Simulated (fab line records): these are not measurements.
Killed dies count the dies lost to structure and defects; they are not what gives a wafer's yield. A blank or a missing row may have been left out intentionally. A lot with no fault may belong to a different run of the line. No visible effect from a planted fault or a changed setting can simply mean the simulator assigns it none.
fab line records	flow sfqLine
record lots=7	wafers=21	lastDay=91
route steps=325 shown JJ@193 M5@198 A5B@209 R5@212 I5@228 M8@325
lots that met no fault: from a run of the same line without faults
startH: start of the lot's first displayed wafer, in hours after the record's first day	waitH: hours elapsed since this lot's preceding step	" identical to the entry in the row above	L1.1+2: one row covering several wafers at once	- no value present, or no start provided	* or withheld: withheld	< > ~ a bound
route shown NAME@n: a module of which the file shows steps, and the number in the route of the first	usual: mean/standard deviation taken from wafers without a fault	same: alike in all rows	chamber/n: place in a boat	sites: each site's reading	_std_site: the standard deviation of these	_edge_site: inner sites' mean taken away from outer sites' mean	radiusMm: how far each site lies from the wafer's centre	mask NAME#n: copy n	behind: tool/chamber where the wafer was last shaped	hold: why the lot was held/for how many hours/how that ended	device: whichever transistor did not switch (one of n, p or np)	end of line: tests of these same wafers at the route's end	a step with no rows: only its recipe	killed: the dies lost at the first sort to structure and to defects; this is not the yield of the wafer	map: shows each die of a wafer: x if killed, . if not, _ if none is there
set.NAME: the setting as run; set.NAME@STEP: as run at that earlier step	model.NAME: the simulator's own value behind a step, which no gauge read
lots at some steps of the route; a table a step, a row a wafer
services: when a tool's chamber went out of use (startH, in hours from the record's first day, below 0 if earlier), for how many hours, and the reason
## steps
# step SFQ_TRILAYER_JJ_CE_BARC_OPEN_RIE_150
# recipe maskMaterial=PR	chemistry=O2	targetDepthNm=240	target=BARC	icpW=600	biasW=80	pressureMtorr=10	timeS=80
# usual drypumpMotorCurrentA=6.0/0.47	oesProductAu=0.538/0.0046	rfFwdPowerW=596.0/1.9
lot.wafer	tool	chamber	startH	waitH	drypumpMotorCurrentA	oesProductAu	rfFwdPowerW	rfHoursCounterH
L497.2	rieMetal-04	0	1393.78	0.8	6.5	0.532	592.3	122
L497.3	"	1	"	"	6.6	0.543	596.5	-
L497.5	"	1	"	"	6.6	0.537	595.6	-
L502.2	rieMetal-01	1	1473.11	0.8	5.6	0.542	598.2	57
L502.4	"	0	"	"	5.4	0.533	596.3	-
L502.5	"	0	"	"	5.4	0.542	595.3	-
L503.2	rieMetal-01	1	1474.31	0.8	5.6	0.535	598.8	57
L503.3	"	1	"	"	5.6	0.541	598.0	-
L503.6	"	0	"	"	5.4	0.537	598.8	-
L504.1	rieMetal-04	0	1484.90	1.0	6.5	0.528	596.1	2
L504.2	"	1	"	"	6.7	0.538	593.8	10
L504.4	"	0	"	"	6.5	0.546	597.2	-
L512.1	rieMetal-02	0	1546.44	1.0	6.1	0.538	595.6	69
L512.2	"	1	"	"	5.6	0.550	594.6	18
L512.6	"	0	"	"	6.1	0.538	595.8	-
L514.1	rieMetal-01	0	1575.48	1.0	5.4	0.530	598.2	11
L514.2	"	1	"	"	5.6	0.542	597.5	73
L514.3	"	1	"	"	5.6	0.532	600.6	-
L517.2	rieMetal-04	1	1609.70	0.8	6.6	0.539	597.4	28
L517.3	"	0	"	"	6.5	0.542	596.8	-
L517.4	"	1	"	"	6.6	0.533	595.1	-
# step SFQ_TRILAYER_JJ_CE_ETCH_RIE_118
# recipe target=Nb	stopOn=Al2O3	maskMaterial=PR	taperDeg=13.257	overEtchFrac=0.15	timeS=97.7	chemistry=SF6	targetDepthNm=170	icpW=600	biasW=80	pressureMtorr=10
# step SFQ_TRILAYER_JJ_ANODIZE_ANODIZE_119
# recipe currentDensityMaCm2=withheld	endCurrentDensityMaCm2=withheld	bathTempC=withheld
# step SFQ_TRILAYER_JJ_CE_STRIP_STRIP_120
# recipe gas=O2	powerW=200	platenTempC=40	overashFraction=0.65	chemistry=O2	pressureMtorr=50
# step SFQ_TRILAYER_JJ_CE_STRIP_SOLV_CLEAN_121
# recipe chemistry=NMP	tempC=70	timeS=600
# step SFQ_TRILAYER_M5_LITHO_COAT_128
# recipe resist=BARC	spinRpm=3000	resistThkNm=62
# step SFQ_TRILAYER_M5_LITHO_COAT_123
# recipe resist=KrF	spinRpm=3000	resistThkNm=600
# step SFQ_TRILAYER_M5_LITHO_SOFTBAKE_127
# recipe tempC=withheld	timeS=withheld	resist=KrF
# step SFQ_TRILAYER_M5_LITHO_EXPOSE_124
# recipe maskId=M5	na=0.6	sourceShape=conventional	sigmaOuter=0.65	targetCdNm=700	doseMj=14.4
# step SFQ_TRILAYER_M5_LITHO_PEB_126
# recipe pebTempC=115	pebTimeS=60	resist=KrF
# step SFQ_TRILAYER_M5_LITHO_DEVELOP_125
# recipe timeS=60	resist=KrF
# step SFQ_M5_OVL_MEAS_932
# usual M5_OVL=3/5
lot.wafer	tool	chamber	startH	waitH	M5_OVL[nm]
L497.2	overlay-01	-	1525.78	0.1	-5
L497.3	"	-	"	"	3
L497.5	"	-	"	"	-2
L502.2	overlay-01	-	1590.02	0.1	8
L502.4	"	-	"	"	11
L502.5	"	-	"	"	1
L503.2	overlay-01	-	1593.62	0.1	4
L503.3	"	-	"	"	4
L503.6	"	-	"	"	5
L504.1	overlay-02	-	1597.21	0.1	7
L504.2	"	-	"	"	5
L504.4	"	-	"	"	3
L512.1	overlay-01	-	1641.61	0.1	-11
L512.2	"	-	"	"	-8
L512.6	"	-	"	"	-4
L514.1	overlay-01	-	1665.61	0.1	4
L514.2	"	-	"	"	6
L514.3	"	-	"	"	0
L517.2	overlay-01	-	1669.22	0.1	5
L517.3	"	-	"	"	7
L517.4	"	-	"	"	4
# step SFQ_TRILAYER_M5_BARC_OPEN_METAL_ETCH_161
# recipe maskMaterial=PR	chemistry=O2	targetDepthNm=125	target=BARC	icpW=600	biasW=80	pressureMtorr=10	timeS=41.7
# usual biasW=80.00/0.23	chamberPressureMTorr=10.002/0.013	drypumpMotorCurrentA=5.8/0.36	oesProductAu=0.685/0.0044	rfFwdPowerW=594.9/2.6
lot.wafer	tool	chamber	startH	waitH	biasW	chamberPressureMTorr	drypumpMotorCurrentA	oesProductAu	rfFwdPowerW	rfHoursCounterH	model.KrF_of_TRILAYER_M5_LITHO_COAT_123.thkNm
L497.2	rieMetal-03	1	1525.81	0.0	79.86	9.996	6.0	0.680	596.5	48	525.5
L497.3	"	0	"	"	80.09	9.985	6.4	0.695	594.1	-	524.9
L497.5	"	0	"	"	80.33	10.015	6.4	0.690	593.0	-	524.1
L502.2	rieMetal-02	0	1590.05	0.0	-	-	-	-	-	-	574.9
L502.4	"	1	"	"	-	-	-	-	-	-	573.6
L502.5	"	1	"	"	-	-	-	-	-	-	574.7
L503.2	rieMetal-03	0	1593.65	0.0	-	-	-	-	-	-	572.2
L503.3	"	1	"	"	-	-	-	-	-	-	574.3
L503.6	"	1	"	"	-	-	-	-	-	-	573
L504.1	rieMetal-03	0	1597.25	0.0	-	-	-	-	-	-	574.4
L504.2	"	1	"	"	-	-	-	-	-	-	572.9
L504.4	"	0	"	"	-	-	-	-	-	-	572.4
L512.1	rieMetal-03	0	1641.65	0.0	79.96	9.994	6.4	0.687	592.6	72	523.4
L512.2	"	1	"	"	80.09	10.005	6.0	0.683	595.7	65	522.5
L512.6	"	0	"	"	80.04	10.013	6.4	0.691	595.5	-	522.4
L514.1	rieMetal-02	1	1665.65	0.0	80.52	10.008	5.6	0.687	590.9	36	524
L514.2	"	0	"	"	79.81	10.009	6.1	0.682	593.6	88	523.1
L514.3	"	0	"	"	79.40	10.011	6.1	0.682	593.8	-	524.1
L517.2	rieMetal-03	1	1669.25	0.0	80.11	9.994	6.0	0.685	596.1	70	523.2
L517.3	"	1	"	"	79.77	10.005	6.0	0.697	595.6	-	523.7
L517.4	"	0	"	"	79.96	9.994	6.3	0.687	596.8	-	524.7
# step SFQ_TRILAYER_M5_ETCH_METAL_ETCH_126
# recipe target=Nb	stopOn=SiO2	maskMaterial=PR	overEtchFrac=0.15	timeS=203.2	chemistry=Cl2/BCl3	targetDepthNm=265	icpW=600	biasW=80	pressureMtorr=10
# usual biasW=79.99/0.24	chamberPressureMTorr=9.998/0.009	drypumpMotorCurrentA=5.8/0.36	oesProductAu=0.727/0.0058	rfFwdPowerW=598.6/1.7
lot.wafer	tool	chamber	startH	waitH	biasW	chamberPressureMTorr	drypumpMotorCurrentA	oesProductAu	rfFwdPowerW	rfHoursCounterH	model.KrF_of_TRILAYER_M5_LITHO_COAT_123.thkNm
L497.2	rieMetal-03	1	1525.87	0.0	79.99	9.991	6.0	0.728	597.7	49	371.8
L497.3	"	0	"	"	79.58	9.992	6.4	0.731	601.5	-	371.7
L497.5	"	0	"	"	80.09	9.997	6.4	0.743	598.8	-	370.3
L502.2	rieMetal-02	0	1590.11	0.0	80.31	9.995	6.1	0.381	597.4	75	423.9
L502.4	"	1	"	"	80.50	10.001	5.5	0.372	595.3	-	419
L502.5	"	1	"	"	79.93	10.003	5.6	0.382	597.8	-	422
L503.2	rieMetal-03	0	1593.71	0.0	79.83	10.007	6.4	0.374	596.1	63	417.3
L503.3	"	1	"	"	79.90	10.009	6.0	0.379	597.2	-	418.5
L503.6	"	1	"	"	79.92	9.990	6.1	0.377	598.9	-	418
L504.1	rieMetal-03	0	1597.31	0.0	80.21	10.002	6.4	0.375	599.0	64	418.1
L504.2	"	1	"	"	79.59	9.996	6.1	0.377	599.4	56	416.1
L504.4	"	0	"	"	80.21	9.994	6.4	0.374	598.6	-	417.3
L512.1	rieMetal-03	0	1641.71	0.0	80.13	9.999	6.4	0.721	601.5	73	369.8
L512.2	"	1	"	"	80.15	10.003	6.1	0.730	602.2	65	368.4
L512.6	"	0	"	"	80.02	10.009	6.4	0.721	598.3	-	369.3
L514.1	rieMetal-02	1	1665.71	0.0	79.72	9.997	5.6	0.727	598.9	36	369.4
L514.2	"	0	"	"	80.20	9.990	6.1	0.726	599.4	88	371.4
L514.3	"	0	"	"	80.17	9.991	6.1	0.730	599.5	-	371.7
L517.2	rieMetal-03	1	1669.31	0.0	79.84	10.009	6.1	0.711	597.1	70	370.6
L517.3	"	1	"	"	80.28	9.997	6.1	0.729	597.5	-	370.5
L517.4	"	0	"	"	79.82	10.000	6.3	0.720	600.9	-	372
# step SFQ_TRILAYER_M5_STRIP_STRIP_127
# recipe gas=O2	powerW=200	platenTempC=40	overashFraction=0.65	chemistry=O2	pressureMtorr=50
# step SFQ_TRILAYER_M5_STRIP_SOLV_CLEAN_128
# recipe chemistry=NMP	tempC=70	timeS=600
# step SFQ_TRILAYER_A5B_DEP_PECVD_129
# recipe material=SiO2	tempC=150	timeS=133.33	pressureTorr=2.4	rfW=183.3	precursor=SiH4/N2O	targetThkNm=600
# usual heaterPowerW=92/13	rfFwdPowerW=182.4/0.63	susceptorTempC=150.02/0.16	throttleValvePct=24.8/1.2
lot.wafer	tool	chamber	startH	waitH	heaterPowerW	rfFwdPowerW	susceptorTempC	throttleValvePct
L497.2	pecvd-04	0	1526.86	0.0	91	182.7	149.77	22.6
L497.3	"	1	"	"	77	182.8	149.93	23.7
L497.5	"	1	"	"	80	182.7	149.87	24.2
L502.2	pecvd-01	0	1591.08	0.0	98	182.0	149.77	25.7
L502.4	"	2	"	"	110	183.2	150.05	25.2
L502.5	"	0	"	"	97	182.5	150.03	25.6
L503.2	pecvd-04	0	1594.68	0.0	79	182.2	150.13	22.9
L503.3	"	2	"	"	79	181.5	149.80	23.4
L503.6	"	1	"	"	84	182.3	150.14	24.1
L504.1	pecvd-03	2	1598.29	0.0	65	182.5	150.10	24.0
L504.2	"	0	"	"	98	181.9	150.13	26.1
L504.4	"	1	"	"	74	182.4	150.01	24.3
L512.1	pecvd-01	1	1642.68	0.0	102	182.4	149.92	26.5
L512.2	"	0	"	"	96	182.1	150.08	25.7
L512.6	"	1	"	"	108	182.3	149.93	26.3
L514.1	pecvd-01	1	1666.68	0.0	102	183.2	149.89	26.4
L514.2	"	2	"	"	108	182.1	149.77	25.0
L514.3	"	0	"	"	89	182.1	150.14	25.7
L517.2	pecvd-01	1	1670.28	0.0	102	182.5	150.14	26.5
L517.3	"	0	"	"	100	182.7	150.19	25.8
L517.4	"	0	"	"	103	182.2	150.33	26.0
# step SFQ_TRILAYER_A5B_CMP_CMP_130
# recipe stopOn=Nb	downForcePsi=3	platenRpm=60	targetThkNm=340.7
# step SFQ_TRILAYER_A5B_METRO_MEASURE_131
# step SFQ_TRILAYER_R5_DEP_SPUTTER_132
# recipe material=Ti	basePressurePa=1.33e-06	targetThkNm=5	powerW=2000	timeS=5	chamberPressurePa=0.4
# usual throttleValvePct=30.4/1.1
lot.wafer	tool	chamber	startH	waitH	throttleValvePct
L497.2	pvdSputter-03	-	1542.42	0.8	29.0
L497.3	"	-	"	"	31.6
L497.5	"	-	"	"	31.4
L502.2	pvdSputter-03	-	1605.42	0.8	31.6
L502.4	"	-	"	"	31.7
L502.5	"	-	"	"	31.4
L503.2	pvdSputter-04	-	1605.71	0.8	31.6
L503.3	"	-	"	"	29.3
L503.6	"	-	"	"	30.5
L504.1	pvdSputter-04	-	1608.42	1.0	29.3
L504.2	"	-	"	"	32.1
L504.4	"	-	"	"	30.9
L512.1	pvdSputter-03	-	1651.81	1.0	29.8
L512.2	"	-	"	"	29.4
L512.6	"	-	"	"	29.9
L514.1	pvdSputter-04	-	1672.81	1.0	30.6
L514.2	"	-	"	"	29.5
L514.3	"	-	"	"	31.9
L517.2	pvdSputter-05	-	1678.81	0.8	29.2
L517.3	"	-	"	"	30.0
L517.4	"	-	"	"	29.2
# step SFQ_TRILAYER_R5_DEP_SPUTTER_133
# recipe material=MoNx	basePressurePa=1.33e-06	targetThkNm=40	powerW=1000	timeS=66.7	chamberPressurePa=0.4
# usual throttleValvePct=30.4/1
lot.wafer	tool	chamber	startH	waitH	throttleValvePct
L497.2	pvdSputter-03	-	1542.43	0.0	29.4
L497.3	"	-	"	"	31.5
L497.5	"	-	"	"	31.5
L502.2	pvdSputter-03	-	1605.43	0.0	31.6
L502.4	"	-	"	"	31.7
L502.5	"	-	"	"	31.4
L503.2	pvdSputter-04	-	1605.73	0.0	31.6
L503.3	"	-	"	"	29.7
L503.6	"	-	"	"	30.8
L504.1	pvdSputter-04	-	1608.43	0.0	29.6
L504.2	"	-	"	"	31.9
L504.4	"	-	"	"	30.6
L512.1	pvdSputter-03	-	1651.83	0.0	30.1
L512.2	"	-	"	"	29.2
L512.6	"	-	"	"	30.0
L514.1	pvdSputter-04	-	1672.83	0.0	30.7
L514.2	"	-	"	"	29.6
L514.3	"	-	"	"	31.8
L517.2	pvdSputter-05	-	1678.83	0.0	29.2
L517.3	"	-	"	"	29.8
L517.4	"	-	"	"	29.3
# step SFQ_TRILAYER_R5_DEP_SPUTTER_134
# recipe material=Ti	basePressurePa=1.33e-06	targetThkNm=5	powerW=2000	timeS=5	chamberPressurePa=0.4
# step SFQ_R5_RS_MEAS_933
# recipe thkMeasGauge=four-point-probe	reads=Ti_of_TRILAYER_R5_DEP_SPUTTER_134+MoNx_of_TRILAYER_R5_DEP_SPUTTER_133+Ti_of_TRILAYER_R5_DEP_SPUTTER_132
# usual R5_MONX_RS=7.05/0.063
lot.wafer	tool	chamber	startH	waitH	R5_MONX_RS[ohm/sq]
L497.2	filmMetro-03	-	1542.53	0.0	7.12
L497.3	"	-	"	"	7.05
L497.5	"	-	"	"	7.15
L502.2	filmMetro-04	-	1605.53	0.0	7.08
L502.4	"	-	"	"	7.03
L502.5	"	-	"	"	7.05
L503.2	filmMetro-01	-	1605.82	0.0	7.05
L503.3	"	-	"	"	7.02
L503.6	"	-	"	"	7.01
L504.1	filmMetro-01	-	1608.51	0.0	7.12
L504.2	"	-	"	"	7.14
L504.4	"	-	"	"	7.15
L512.1	filmMetro-01	-	1651.90	0.0	6.96
L512.2	"	-	"	"	7.01
L512.6	"	-	"	"	6.97
L514.1	filmMetro-04	-	1672.90	0.0	6.97
L514.2	"	-	"	"	7.05
L514.3	"	-	"	"	7.04
L517.2	filmMetro-01	-	1678.92	0.0	6.97
L517.3	"	-	"	"	7.02
L517.4	"	-	"	"	6.96
# step SFQ_R5_THK_MEAS_934
# recipe thkMeasGauge=xrf	reads=MoNx_of_TRILAYER_R5_DEP_SPUTTER_133
# usual R5_MONX_THK=40.4/0.44
lot.wafer	tool	chamber	startH	waitH	R5_MONX_THK[nm]
L497.2	filmMetro-03	-	1542.64	0.1	40.1
L497.3	"	-	"	"	40.4
L497.5	"	-	"	"	40.0
L502.2	filmMetro-04	-	1605.64	0.1	40.2
L502.4	"	-	"	"	40.5
L502.5	"	-	"	"	40.7
L503.2	filmMetro-01	-	1605.93	0.1	40.5
L503.3	"	-	"	"	40.8
L503.6	"	-	"	"	40.7
L504.1	filmMetro-01	-	1608.63	0.1	39.7
L504.2	"	-	"	"	39.8
L504.4	"	-	"	"	39.6
L512.1	filmMetro-01	-	1652.02	0.1	41.1
L512.2	"	-	"	"	40.2
L512.6	"	-	"	"	40.7
L514.1	filmMetro-04	-	1673.02	0.1	41.1
L514.2	"	-	"	"	40.6
L514.3	"	-	"	"	40.4
L517.2	filmMetro-01	-	1679.03	0.1	40.8
L517.3	"	-	"	"	40.6
L517.4	"	-	"	"	40.6
# step SFQ_TRILAYER_R5_LITHO_COAT_141
# recipe resist=BARC	spinRpm=3000	resistThkNm=62
# step SFQ_TRILAYER_R5_LITHO_COAT_136
# recipe resist=KrF	spinRpm=3000	resistThkNm=600
# step SFQ_TRILAYER_R5_LITHO_SOFTBAKE_140
# recipe tempC=withheld	timeS=withheld	resist=KrF
# step SFQ_TRILAYER_R5_LITHO_EXPOSE_137
# recipe maskId=R5	na=0.6	sourceShape=conventional	sigmaOuter=0.65	targetCdNm=500	doseMj=14.4
# usual exposureDoseMJCm2=14.399/0.014	focusOffsetNm=0.0/0.57
lot.wafer	tool	chamber	startH	waitH	mask	exposureDoseMJCm2	focusOffsetNm
L497.2	krfScanner-01	0	1636.71	-	R5#0	14.400	0.0
L497.3	"	0	"	"	R5#0	14.381	-0.1
L497.5	"	0	"	"	R5#0	14.389	0.2
L502.2	krfScanner-02	-	1709.74	-	R5#0	-	-
L502.4	"	-	"	"	R5#0	-	-
L502.5	"	-	"	"	R5#0	-	-
L503.2	krfScanner-01	-	1713.57	-	R5#0	-	-
L503.3	"	-	"	"	R5#0	-	-
L503.6	"	-	"	"	R5#0	-	-
L504.1	krfScanner-01	-	1714.57	-	R5#0	-	-
L504.2	"	-	"	"	R5#0	-	-
L504.4	"	-	"	"	R5#0	-	-
L512.1	krfScanner-01	0	1739.77	-	R5#0	14.397	-0.3
L512.2	"	0	"	"	R5#0	14.392	0.4
L512.6	"	0	"	"	R5#0	14.407	0.6
L514.1	krfScanner-01	0	1769.77	-	R5#0	14.395	0.7
L514.2	"	0	"	"	R5#0	14.411	0.0
L514.3	"	0	"	"	R5#0	14.386	-0.3
L517.2	krfScanner-01	0	1777.17	-	R5#0	14.418	-0.4
L517.3	"	0	"	"	R5#0	14.386	-1.3
L517.4	"	0	"	"	R5#0	14.390	-1.1
# step SFQ_TRILAYER_R5_LITHO_PEB_139
# recipe pebTempC=115	pebTimeS=60	resist=KrF
# step SFQ_TRILAYER_R5_LITHO_DEVELOP_138
# recipe timeS=60	resist=KrF
# step SFQ_R5_OVL_MEAS_935
# usual R5_OVL=-2/5.3
lot.wafer	tool	chamber	startH	waitH	R5_OVL[nm]
L497.2	overlay-01	-	1638.02	0.1	-4
L497.3	"	-	"	"	-5
L497.5	"	-	"	"	4
L502.2	overlay-01	-	1711.05	0.1	-
L502.4	"	-	"	"	-
L502.5	"	-	"	"	-
L503.2	overlay-01	-	1714.87	0.1	-
L503.3	"	-	"	"	-
L503.6	"	-	"	"	-
L504.1	overlay-01	-	1716.07	0.1	-
L504.2	"	-	"	"	-
L504.4	"	-	"	"	-
L512.1	overlay-01	-	1741.27	0.1	-2
L512.2	"	-	"	"	0
L512.6	"	-	"	"	0
L514.1	overlay-01	-	1771.27	0.1	-7
L514.2	"	-	"	"	-16
L514.3	"	-	"	"	-12
L517.2	overlay-01	-	1778.47	0.1	3
L517.3	"	-	"	"	-2
L517.4	"	-	"	"	4
# step SFQ_TRILAYER_R5_BARC_OPEN_METAL_ETCH_177
# recipe maskMaterial=PR	chemistry=O2	targetDepthNm=125	target=BARC	icpW=600	biasW=80	pressureMtorr=10	timeS=41.7
# usual biasW=80.02/0.23	chamberPressureMTorr=10.000/0.0097	drypumpMotorCurrentA=6.1/0.49	oesProductAu=0.685/0.0043	rfFwdPowerW=594.5/2
lot.wafer	tool	chamber	startH	waitH	biasW	chamberPressureMTorr	drypumpMotorCurrentA	oesProductAu	rfFwdPowerW	rfHoursCounterH
L497.2	rieMetal-03	0	1638.05	0.0	80.19	10.015	6.4	0.686	595.9	72
L497.3	"	0	"	"	80.00	9.997	6.4	0.685	596.4	-
L497.5	"	1	"	"	80.11	9.987	6.0	0.679	593.9	-
L502.2	rieMetal-01	1	1711.08	0.0	79.86	9.989	5.6	0.688	592.1	96
L502.4	"	0	"	"	79.58	9.999	5.4	0.687	594.7	-
L502.5	"	1	"	"	80.11	9.993	5.6	0.690	595.3	-
L503.2	rieMetal-01	0	1714.90	0.0	79.78	10.003	5.4	0.684	598.3	34
L503.3	"	0	"	"	80.14	10.004	5.4	0.691	596.8	-
L503.6	"	1	"	"	79.82	10.009	5.6	0.680	596.2	-
L504.1	rieMetal-04	0	1716.10	0.0	80.60	10.022	6.4	0.694	596.2	33
L504.2	"	1	"	"	79.77	9.993	6.7	0.681	594.4	43
L504.4	"	0	"	"	80.18	9.988	6.5	0.685	593.5	-
L512.1	rieMetal-04	0	1741.30	0.0	80.13	10.005	6.4	0.671	589.7	37
L512.2	"	1	"	"	80.11	9.988	6.6	0.688	595.2	47
L512.6	"	0	"	"	79.81	10.004	6.5	0.691	591.0	-
L514.1	rieMetal-04	0	1771.30	0.0	80.02	9.999	6.5	0.691	591.9	41
L514.2	"	1	"	"	79.70	9.996	6.6	0.686	592.1	51
L514.3	"	1	"	"	79.80	10.007	6.6	0.684	591.7	-
L517.2	rieMetal-04	0	1778.50	0.0	79.89	9.996	6.4	0.683	589.2	42
L517.3	"	1	"	"	80.24	9.992	6.6	0.694	592.1	-
L517.4	"	0	"	"	80.10	9.991	6.4	0.688	588.7	-
# step SFQ_TRILAYER_R5_ETCH_METAL_ETCH_139
# recipe stopOn=SiO2	maskMaterial=PR	chemistry=Cl2	targetDepthNm=60	icpW=600	biasW=80	pressureMtorr=10	timeS=40
# step SFQ_TRILAYER_R5_STRIP_STRIP_140
# recipe gas=O2	powerW=200	platenTempC=40	overashFraction=0.65	chemistry=O2	pressureMtorr=50
# step SFQ_TRILAYER_R5_STRIP_SOLV_CLEAN_141
# recipe chemistry=NMP	tempC=70	timeS=600
# step SFQ_TRILAYER_A5C_DEP_PECVD_142
# recipe material=SiO2	tempC=150	timeS=15.556	pressureTorr=2.4	rfW=183.3	precursor=SiH4/N2O	targetThkNm=70
# step SFQ_TRILAYER_I5_LITHO_COAT_149
# recipe resist=BARC	spinRpm=3000	resistThkNm=62
# step SFQ_TRILAYER_I5_LITHO_COAT_144
# recipe resist=KrF	spinRpm=3000	resistThkNm=650
# step SFQ_TRILAYER_I5_LITHO_SOFTBAKE_148
# recipe tempC=withheld	timeS=withheld	resist=KrF
# step SFQ_TRILAYER_I5_LITHO_PEB_147
# recipe pebTempC=115	pebTimeS=60	resist=KrF
# step SFQ_TRILAYER_I5_LITHO_DEVELOP_146
# recipe timeS=60	resist=KrF
# step SFQ_TRILAYER_I5_ETCH_VIA_ETCH_147
# recipe stopOn=Nb	maskMaterial=PR	chemistry=CHF3	targetDepthNm=360	sourceW=500	biasW=80	pressureMtorr=30	timeS=withheld
# usual biasW=79.99/0.22	chamberPressureMTorr=30.002/0.026	drypumpMotorCurrentA=5.6/0.4	oesProductAu=0.989/0.0054	rfFwdPowerW=498.5/1.6
lot.wafer	tool	chamber	startH	waitH	biasW	chamberPressureMTorr	drypumpMotorCurrentA	oesProductAu	rfFwdPowerW
L497.2	rieDiel-03	1	1651.54	0.0	80.06	29.951	5.6	1.001	498.0
L497.3	"	0	"	"	79.78	29.972	5.5	0.995	497.0
L497.5	"	0	"	"	79.73	29.979	5.5	0.990	497.4
L502.2	rieDiel-01	1	1717.22	0.0	79.66	30.012	5.4	0.373	497.2
L502.4	"	3	"	"	80.56	30.060	5.4	0.367	498.8
L502.5	"	1	"	"	80.08	29.945	5.4	0.375	500.3
L503.2	rieDiel-03	3	1718.42	0.0	79.82	30.062	5.7	0.375	499.1
L503.3	"	2	"	"	80.01	30.011	4.7	0.376	499.7
L503.6	"	2	"	"	79.92	29.992	4.7	0.371	498.9
L504.1	rieDiel-04	3	1719.62	0.0	79.93	29.998	5.9	0.375	498.5
L504.2	"	2	"	"	79.97	30.008	5.5	0.366	497.8
L504.4	"	0	"	"	80.05	29.976	5.5	0.380	499.1
L512.1	rieDiel-01	3	1744.86	0.0	80.02	30.013	5.4	0.980	502.2
L512.2	"	1	"	"	80.10	29.973	5.4	0.999	496.3
L512.6	"	2	"	"	79.93	30.022	5.5	0.979	499.4
L514.1	rieDiel-01	2	1774.67	0.0	80.39	30.025	5.5	0.975	498.6
L514.2	"	0	"	"	79.69	30.008	6.2	0.980	500.0
L514.3	"	3	"	"	79.98	30.027	5.4	0.991	498.2
L517.2	rieDiel-01	2	1782.20	0.0	80.16	29.968	5.5	0.992	502.4
L517.3	"	3	"	"	80.13	29.990	5.4	0.988	497.1
L517.4	"	0	"	"	79.60	30.021	6.2	0.992	501.4
# step SFQ_M8_BOW_MEAS_951
# recipe mode=bow
# usual M8_BOW=9/9.5
lot.wafer	tool	chamber	startH	waitH	M8_BOW[um]	model.etest.m5.combLog10Ohm	model.etest.r5.combLog10Ohm	model.etest.jj.gTimes
L497.2	filmMetro-04	-	1991.97	0.0	1	12	12	1
L497.3	"	-	"	"	2	12	12	1.001
L497.5	"	-	"	"	6	12	12	1.002
L502.2	filmMetro-04	-	2126.23	0.0	25	0	0	0
L502.4	"	-	"	"	-1	0	0	0
L502.5	"	-	"	"	13	0	0	0
L503.2	filmMetro-02	-	2128.63	0.0	-13	0	0	0
L503.3	"	-	"	"	-12	0	0	0
L503.6	"	-	"	"	-7	0	0	0
L504.1	filmMetro-01	-	2129.80	0.0	9	0	0	0
L504.2	"	-	"	"	12	0	0	0
L504.4	"	-	"	"	11	0	0	0
L512.1	filmMetro-04	-	2172.71	0.0	-5	12	12	1.008
L512.2	"	-	"	"	11	12	12	1.005
L512.6	"	-	"	"	6	12	12	1.008
L514.1	filmMetro-01	-	2176.14	0.0	4	12	12	1.003
L514.2	"	-	"	"	9	12	12	0.9974
L514.3	"	-	"	"	18	12	12	1.002
L517.2	filmMetro-02	-	2180.96	0.0	4	12	12	0.9914
L517.3	"	-	"	"	2	12	12	0.9991
L517.4	"	-	"	"	12	12	12	0.9956
## services
tool	chamber	startH	hours	kind
rieMetal-02	-	1410.08	14.6	pm
pvdSputter-04	-	1424.35	2.6	repair
rieMetal-04	-	1431.61	0.4	repair
rieMetal-03	1	1434.59	7.9	repair
pvdSputter-04	-	1442.35	2.9	repair
rieMetal-02	1	1442.55	1.7	repair
pecvd-01	-	1468.80	0.6	repair
krfScanner-01	-	1498.97	5.0	repair
pvdSputter-03	-	1508.86	3.2	repair
krfScanner-01	-	1514.32	1.0	pm
krfScanner-01	-	1536.81	1.3	pm
rieMetal-01	1	1554.49	14.8	repair
rieMetal-04	0	1560.95	10.2	repair
pvdSputter-03	-	1566.02	1.8	repair
pvdSputter-03	-	1613.15	5.4	repair
pvdSputter-04	-	1614.92	2.7	repair
krfScanner-01	-	1682.99	1.0	pm
rieMetal-01	-	1702.78	0.2	repair
krfScanner-01	-	1705.41	4.4	pm
krfScanner-01	-	1712.07	1.3	pm
pvdSputter-03	-	1714.90	8.0	repair
pvdSputter-03	-	1767.51	4.6	repair
pvdSputter-03	-	1771.27	0.5	repair
pvdSputter-03	-	1776.58	1.9	repair
## key
firstSign step=SFQ_TRILAYER_M5_BARC_OPEN_METAL_ETCH_161	reading=toolRecord	direction=missing
effect step=SFQ_TRILAYER_M5_ETCH_METAL_ETCH_126	reading=oesProductAu	direction=down	sigmas=60	usual=0.727	struck=0.377
effect step=SFQ_TRILAYER_R5_LITHO_EXPOSE_137	reading=toolRecord	direction=missing
effect step=SFQ_R5_OVL_MEAS_935	reading=R5_OVL	direction=missing
effect step=SFQ_TRILAYER_I5_ETCH_VIA_ETCH_147	reading=oesProductAu	direction=down	sigmas=99+	usual=0.989	struck=0.373
modelEffect step=SFQ_TRILAYER_M5_BARC_OPEN_METAL_ETCH_161	value=KrF_of_TRILAYER_M5_LITHO_COAT_123.thkNm	without=521.4	struck=573.6
modelEffect step=SFQ_TRILAYER_M5_ETCH_METAL_ETCH_126	value=KrF_of_TRILAYER_M5_LITHO_COAT_123.thkNm	without=366.7	struck=418.9
modelEffect step=SFQ_M8_BOW_MEAS_951	value=etest.m5.combLog10Ohm	without=12	struck=0
metAt SFQ_TRILAYER_M5_BARC_OPEN_METAL_ETCH_161
struckWafers L502.2,L502.4,L502.5,L503.2,L503.3,L503.6,L504.1,L504.2,L504.4
onsetBetween 1525.81 1590.05
fault kind=skippedStepWhole	tool=rieMetal-02,rieMetal-03	chamber=-	onsetH=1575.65	steps=SFQ_TRILAYER_M5_BARC_OPEN_METAL_ETCH_161	scope=struckLotsOnly
